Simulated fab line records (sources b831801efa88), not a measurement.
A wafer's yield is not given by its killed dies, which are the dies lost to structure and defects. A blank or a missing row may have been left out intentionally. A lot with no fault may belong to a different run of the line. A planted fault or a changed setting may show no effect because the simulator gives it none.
Which tool did it? -- flow sky130 -- 6 lots with 18 wafers sampled at 2 steps, on a route of 708 steps

== WHAT THE GAUGES SHOWED, per wafer ==
SKY_VT_ADJUST_NCORE_CD_MEAS_07: the cd target is 380 nm.
lot,measured,on,cd-nm (nm)
L860,day 9 11:32,cd-sem-01,381.6 378.7 379.3
L863,day 9 19:08,cd-sem-02,377.7 376.5 379.2
L865,day 10 18:47,cd-sem-01,382.7 381.2 382.7
L871,day 12 07:23,cd-sem-02,372.9 386.1 373.2
L878,day 14 12:41,cd-sem-01,378.6 380.6 379.7
L881,day 15 03:32,cd-sem-02,380.2 378.2 380.3

== WHICH TOOL RAN EACH LOT (tool, then ch and the chambers of the sampled wafers, then the start) ==
lot,SKY_VT_ADJUST_NCORE_EXPOSE_04
L860,"iline-stepper-02 ch 0, day 9 00:02"
L863,"iline-stepper-01 ch 0, day 9 09:07"
L865,"iline-stepper-02 ch 0, day 10 07:23"
L871,"iline-stepper-01 ch 0, day 11 19:28"
L878,"iline-stepper-02 ch 0, day 14 00:06"
L881,"iline-stepper-02 ch 0, day 14 15:05"
- SKY_VT_ADJUST_NCORE_EXPOSE_04: exposes mask LVTN COMPLEMENT THIN, target cd 380 nm.

== THE ANSWER, worked out from the rows above alone ==
Rule: usual is defined by the lots themselves. Put in order of their means at a reading, lots are off if they are a third of the lots or fewer, leave a main group of 4 or more, and stand apart from it by a gap of 3 or more times the standard deviation of the main group's means; of several such gaps the widest counts. A main group whose means are all the same, to the digits that the tables above print for the reading, isn't used. A lot without any number at a reading at which 4 lots or more have one is off too. The other lots that the step has rows for count as sound.
No lot is off on any of the readings shown, so nothing can be concluded from this.

== WHAT HAD BEEN PUT IN BY THE SIMULATOR ==
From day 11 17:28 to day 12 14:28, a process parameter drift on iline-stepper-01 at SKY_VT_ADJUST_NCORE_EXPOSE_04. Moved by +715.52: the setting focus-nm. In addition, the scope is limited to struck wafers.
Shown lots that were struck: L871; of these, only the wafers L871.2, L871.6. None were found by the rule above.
